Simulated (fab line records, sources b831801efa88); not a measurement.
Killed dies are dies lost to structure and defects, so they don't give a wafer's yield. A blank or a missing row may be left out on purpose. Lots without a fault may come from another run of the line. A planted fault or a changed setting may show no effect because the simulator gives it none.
Split-lot experiment | flow gf180mcu | 5 lots, 23 wafers read, on a route of 602 steps

THE SPLIT
At GF_HV_LDD_DEVELOP_06 (develop time 60 s), the setting develop_time_s was moved away from the recipe's 60 s on 10 of the 23 wafers read, by -13.0% to +10.5%. The other wafers ran this setting at the recipe's value.

The file shows no step between the split and the reading.

THE READING
cd_nm, in nm, at GF_HV_LDD_CD_MEAS_07 (target cd 400 nm). Fault-free wafers of this fab line usually give 399.8 nm, standard deviation 2.4 nm.

wafer  | tool, chamber at the split | develop_time_s as run, s | against the recipe | cd_nm, nm | against lot-mates on the recipe
L075.2 | litho_track-02, 0          | 60                       | recipe             | 400.6     | -
L075.3 | litho_track-02, 0          | 60                       | recipe             | 399.3     | -
L075.4 | litho_track-02, 0          | 60                       | recipe             | 401.3     | -
L077.1 | litho_track-04, 0          | 52.18                    | -13.0%             | 388.7     | -13.2
L077.2 | litho_track-04, 0          | 52.18                    | -13.0%             | 386.9     | -15.1
L077.3 | litho_track-04, 0          | 60                       | recipe             | 402.7     | -
L077.4 | litho_track-04, 0          | 60                       | recipe             | 401.2     | -
L077.6 | litho_track-04, 0          | 52.18                    | -13.0%             | 388.5     | -13.4
L080.2 | litho_track-04, 0          | 66.29                    | +10.5%             | 410.1     | +7.7
L080.3 | litho_track-04, 0          | 60                       | recipe             | 403.4     | -
L080.4 | litho_track-04, 0          | 60                       | recipe             | 402.4     | -
L080.5 | litho_track-04, 0          | 66.29                    | +10.5%             | 414.0     | +11.6
L080.6 | litho_track-04, 0          | 60                       | recipe             | 401.4     | -
L081.1 | litho_track-03, 0          | 56.76                    | -5.4%              | 394.7     | -6.3
L081.2 | litho_track-03, 0          | 60                       | recipe             | 400.0     | -
L081.3 | litho_track-03, 0          | 56.76                    | -5.4%              | 394.0     | -7.0
L081.5 | litho_track-03, 0          | 60                       | recipe             | 402.0     | -
L081.6 | litho_track-03, 0          | 60                       | recipe             | 400.9     | -
L082.2 | litho_track-03, 0          | 65.96                    | +9.9%              | 406.0     | +9.8
L082.3 | litho_track-03, 0          | 65.96                    | +9.9%              | 405.8     | +9.6
L082.4 | litho_track-03, 0          | 60                       | recipe             | 397.0     | -
L082.5 | litho_track-03, 0          | 65.96                    | +9.9%              | 404.6     | +8.4
L082.6 | litho_track-03, 0          | 60                       | recipe             | 395.4     | -

THE FIT
A straight line over all 23 wafers: cd_nm changes by +0.871 nm for each +1% of develop_time_s; r = +0.93; the points scatter about the line by 2.5 nm.
The same after taking each lot's own level away (the mean of its wafers on the recipe; 23 wafers): +1.01 nm for each +1%; r = +0.99; scatter 1.1 nm.
On that fit, the largest move of develop_time_s shifts the reading by 13 nm.
The lots' own levels span 396.20 to 402.40 nm, that is 2.6 times the standard deviation above.
So the lot-to-lot level changes the slope: the two fits differ.
Check: with one of the wafers moved furthest among these (-13.0%) left out of the fit, the line predicts -13.6 nm for it against its lot-mates. It came out at -13.2 nm against them.

OTHER SPLITS ON THESE WAFERS
These wafers also went through other splits before the reading. Each is held against what the fit with the lots' levels taken away leaves over:
other split on the same wafers    | wafers away from the commonest value | r with cd_nm (lot level and that fit taken away)
GF_VT_IMPLANT_IMPLANT_30 dose_cm2 | 10                                   | +0.00
GF_VT_IMPLANT_SOFTBAKE_36 temp_c  | 6                                    | -0.06
GF_POLY_GATE_EXPOSE_07 dose_mj    | 7                                    | +0.09
GF_POLY_GATE_OXIDATION_16 temp_c  | 5                                    | +0.04

THE FILE'S OWN FIT
cd_nm changes by +1.01 nm for each +1% of develop_time_s, r = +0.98.
